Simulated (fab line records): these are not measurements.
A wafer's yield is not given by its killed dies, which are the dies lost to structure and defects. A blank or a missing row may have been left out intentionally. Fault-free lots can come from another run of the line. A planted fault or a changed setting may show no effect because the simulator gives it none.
Problem report, 8D (eight disciplines) form, completed by code    flow sfq line    the parts of the form that need people (team, actions taken, sign-off) are left out

1. WHAT WENT WRONG
At SFQ_TRILAYER_JJ_CE_BARC_OPEN_RIE_150, bias w averages 89.08 W over 6 wafers from 2 lots, while fault-free wafers read 79.99 W, standard deviation 0.25. Measured from the usual mean, that is +36 standard deviations.
The step: chemistry O2, target BARC, target depth 240 nm, time 80 s.
The first sign was on wafer L220.2 at day 58 11:04, on rie metal-04. At this step, 42 wafers from 14 lots have a number in the record. Rule for "out" (also "out of limits"): further than 4 standard deviations from the usual mean. The other wafers with a number count as sound.

2. WHAT IT IS; WHAT IT IS NOT
question                     is                      is not
which readings at this step  bias w                  drypump motor current A, oes product au
which lots                   L220, L221              L201, L202, L204, L205, L207, L208, L211, L212, L214, L218, L223, L224
which wafers of those lots   all that have a number  -
read on which tools          rie metal-04            rie metal-01, rie metal-02
when                         from day 58 11:04       up to then (30 sound wafers); but 6 sound wafers of L223, L224 came after

3. WHAT RULES OUT EACH SUSPECT
Counting: a tool at a process step up to the reading stays a suspect if it ran every lot that is out and no sound lot after the first of them.
- rie metal-04 at SFQ_TRILAYER_JJ_CE_BARC_OPEN_RIE_150 (chemistry O2, target BARC, target depth 240 nm, time 80 s): kept. All lots that are out passed through it, beginning with L220 at day 58 11:04, and no sound lot followed; its final sound lot before that point was L218 at day 57 09:48. Its own readings are out on those wafers: bias w.
After counting, what remains is rie metal-04 at SFQ_TRILAYER_JJ_CE_BARC_OPEN_RIE_150.

4. THE CAUSE (what the simulator had put in)
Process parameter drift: rie metal-04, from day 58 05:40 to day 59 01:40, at SFQ_TRILAYER_JJ_CE_BARC_OPEN_RIE_150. A move of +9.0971 in setting bias w, from 80. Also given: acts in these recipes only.
This tool alone remained once counting was done.

5. THE EFFECT CHAIN, in route order
Each row: a reading where the mean over the struck wafers with a number is more than 3 standard deviations away from the usual. Only readings for which the record gives a usual standard deviation are gone through. hours: the time from each lot's start at the first step in this table that gives one to its start at this step, as a median over the lots. sigmas: the change in usual standard deviations.
hours  step                                  reading  usual    on struck wafers  change  sigmas
0      SFQ_TRILAYER_JJ_CE_BARC_OPEN_RIE_150  bias w   79.99 W  89.08             +9.09   +36
Process steps it contains:
- SFQ_TRILAYER_JJ_CE_BARC_OPEN_RIE_150: chemistry O2, target BARC, target depth 240 nm, time 80 s.

6. HOW IT WOULD HAVE BEEN CAUGHT EARLIER
In this record no reading fell out of limits until day 58 11:04, 5 hours after the fault had begun at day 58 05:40.
